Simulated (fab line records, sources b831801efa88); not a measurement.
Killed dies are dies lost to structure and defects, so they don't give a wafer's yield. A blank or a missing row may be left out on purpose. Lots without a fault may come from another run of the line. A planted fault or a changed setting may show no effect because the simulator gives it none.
One fault seen from 2 desks | flow sky130 | each desk has only its own numbers; what lay behind them comes last

THE TOOL OWNER'S DESK: rie_diel-02
The tool's own readings at SKY_VIA2_ETCH_14 (etches BARC in N2/H2, stops on SiO2, time 45.9 s, target depth 60 nm): means of the sampled wafers that have a number, for each lot that ran on this tool. A lot is out of limits, marked OUT, if its mean lies more than 4 standard deviations from the usual mean; the brackets give that distance.
Columns: A = drypump_motor_current_A at SKY_VIA2_ETCH_14, usual 5.6 A; B = oes_product_au at SKY_VIA2_ETCH_14, usual 0.855 a.u.; C = run_length_s at SKY_VIA2_ETCH_14, usual 74.3 s; D = throttle_valve_pct at SKY_VIA2_ETCH_14, usual 13.224 %
lot  | first seen here | A   | B                | C               | D
L958 | day 37 11:49    | 5.3 | 0.855            | 74.4            | 13.214
L960 | day 38 03:35    | 5.4 | 0.858            | 74.5            | 13.220
L961 | day 38 04:50    | 5.6 | 0.853            | 74.5            | 13.225
L964 | day 38 22:46    | 5.4 | 0.904 (+10) OUT  | 71.9 (-4.8) OUT | 13.222
L965 | day 39 05:16    | 5.2 | 0.891 (+7.2) OUT | 72.5            | 13.233
L966 | day 39 06:26    | 5.2 | 0.891 (+7.2) OUT | 72.9            | 13.224
L976 | day 42 09:16    | 5.2 | 0.851            | 74.6            | 13.224
L979 | day 42 14:08    | 5.2 | 0.855            | 74.6            | 13.227
This desk's finding: out of limits on L964, L965, L966; first on L964, day 38 22:46 (oes_product_au at SKY_VIA2_ETCH_14). In limits: L958, L960, L961, L976, L979.

THE METROLOGY DESK
What the gauges read, lot by lot, whatever tool the lot ran on: means of the sampled wafers that have a number. A lot is out of limits, marked OUT, if its mean lies more than 4 standard deviations from the usual mean; the brackets give that distance.
Columns: A = CONTACT_W_THK at SKY_CONTACT_THK_MEAS_26, usual 336 nm; B = METAL2_ALCU_THK at SKY_METAL2_THK_MEAS_06, usual 246 nm
lot  | first seen here | A   | B
L957 | day 31 21:08    | 333 | 245
L958 | day 33 01:11    | 331 | 245
L960 | day 33 15:02    | 337 | 246
L961 | day 33 15:38    | 335 | 248
L959 | day 33 15:59    | 339 | 252
L964 | day 34 11:24    | 333 | 249
L965 | day 34 16:40    | 346 | 238
L966 | day 34 17:43    | 346 | 242
L972 | day 36 02:07    | 326 | 245
L974 | day 36 22:05    | 338 | 245
L975 | day 37 14:47    | 328 | 246
L976 | day 38 03:27    | 337 | 240
L977 | day 38 04:45    | 333 | 250
L978 | day 38 04:50    | 336 | 248
L979 | day 38 06:59    | 332 | 245
This desk's finding: nothing out of limits on any of the 15 lots.

PUT TOGETHER
The tool owner's desk could have raised an alarm at day 38 22:46, on L964, L965, L966.
The metrology desk saw nothing out of limits.
The metrology desk has L964, L965, L966 on record, within its limits.
Of the lots named, all ran SKY_VIA2_ETCH_14 on rie_diel-02.

WHAT THE SIMULATOR HAD PUT IN
Process parameter drift: rie_diel-02, from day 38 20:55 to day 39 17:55, at SKY_VIA2_ETCH_14. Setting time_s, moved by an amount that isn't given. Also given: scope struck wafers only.
Lots struck among those shown: L964, L965, L966.
Hours from the fault's start to each desk's first reading out of limits: the tool owner's desk, 2.
